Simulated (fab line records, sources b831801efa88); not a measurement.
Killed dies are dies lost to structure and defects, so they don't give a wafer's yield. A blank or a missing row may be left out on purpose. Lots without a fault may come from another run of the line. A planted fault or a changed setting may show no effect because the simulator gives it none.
A struck lot beside a sound one | flow gf180mcu | 15 steps out of a route of 602
Sound: wafers L698.1, L698.5, L698.6. Struck: wafer L691.2. (L691.6 of the same lot was not struck and is left out.) The cause comes at the end.
At each step with rows: each side's tool, then ch and its chambers, then its first start. Under that, the readings that differ: sound wafers | struck wafers | difference of the means | sigmas: that difference in standard deviations of wafers without a fault.
alike: readings whose means differ by less than 2 such deviations, and words and numbers that are the same on both sides. not compared: withheld readings, readings that some wafer has no value for, bounds like >300 that may hide the same value, and numbers for which the record gives no deviation and whose values overlap.
The two part at a step that has a row with sigmas, a row that says differs or no value, or rows on one side only. Numbers that don't overlap but have no deviation are shown without sigmas and don't part them. A reading that every wafer of one side lacks parts them only if that side has two wafers or more.

first, 3 steps without rows for these wafers: GF_M3_STRIP_18 (strips in post etch residue remover, time 1200 s); GF_M3_CLEAN_19 (cleans in DIW); GF_V3_CVD_00 (deposits SiO2, target thk 600 nm, time 100 s).
GF_V3_THK_MEAS_01:
  sound on film_metro-01, day 27 11:06; struck on film_metro-01, day 25 01:29
  reading            | sound       | struck | difference | sigmas
  V3_CVD_00_THK (nm) | 600 590 600 | 618    | +21        | +3
GF_V3_CVD_02: deposits SiO2 from TEOS, target thk 850 nm, time 94.851 s.
  sound on pecvd-03 ch 0,2, day 27 11:10; struck on pecvd-03 ch 1, day 25 01:32
  reading            | sound       | struck | difference | sigmas
  heater_power_w (W) | 890 906 809 | 530    | -338       | -2
GF_V3_THK_MEAS_03:
  sound on film_metro-01, day 27 11:16; struck on film_metro-02, day 25 01:37
  alike: V3_CVD_02_THK
GF_V3_CMP_04: polishes SiO2.
  sound on cmp-02 ch 2,3, day 27 11:22; struck on cmp-01 ch 2, day 25 01:49
  alike: motor_current_A, time_to_endpoint_s
GF_V3_BOW_MEAS_05:
  sound on film_metro-01, day 27 11:37; struck on film_metro-01, day 25 01:59
  reading     | sound       | struck | difference | sigmas
  V3_BOW (um) | 108 105 102 | 141    | +36        | +4
then, 4 steps without rows for these wafers: GF_V3_DEHYDRATE_06 (time 60 s); GF_V3_HMDS_07 (prime time 60 s); GF_V3_COAT_08; GF_V3_COAT_09 (resist thk 1000 nm).
GF_V3_SOFTBAKE_10: time 60 s.
  sound on litho_track-01 ch 0, day 27 21:00; struck on litho_track-03 ch 0, day 25 12:00
  reading                  | sound             | struck | difference | sigmas
  heater_power_total_W (W) | 92.87 93.08 93.06 | 94.58  | +1.58      | +26
  run_length_s (s)         | 88.91 88.98 89.07 | 86.38  | -2.61      | -12
  alike: exhaust_pa
then, 1 step without rows for these wafers: GF_V3_EXPOSE_11 (exposes mask Via3, target cd 260 nm).
-- the record jumps here: 7 days lie between the struck wafers' starts before and after (it left off in module V3 and takes up again in module PASSIVATION, whose first step shown is number 602 of the route) --
GF_PASSIVATION_PROBE_99:
  the record has rows for the struck wafers here (prober-02, day 32 00:10) and none for the sound ones

WHERE THEY PART
First at GF_V3_THK_MEAS_01; last, within this record, at GF_PASSIVATION_PROBE_99.

WHY: what the simulator had put in
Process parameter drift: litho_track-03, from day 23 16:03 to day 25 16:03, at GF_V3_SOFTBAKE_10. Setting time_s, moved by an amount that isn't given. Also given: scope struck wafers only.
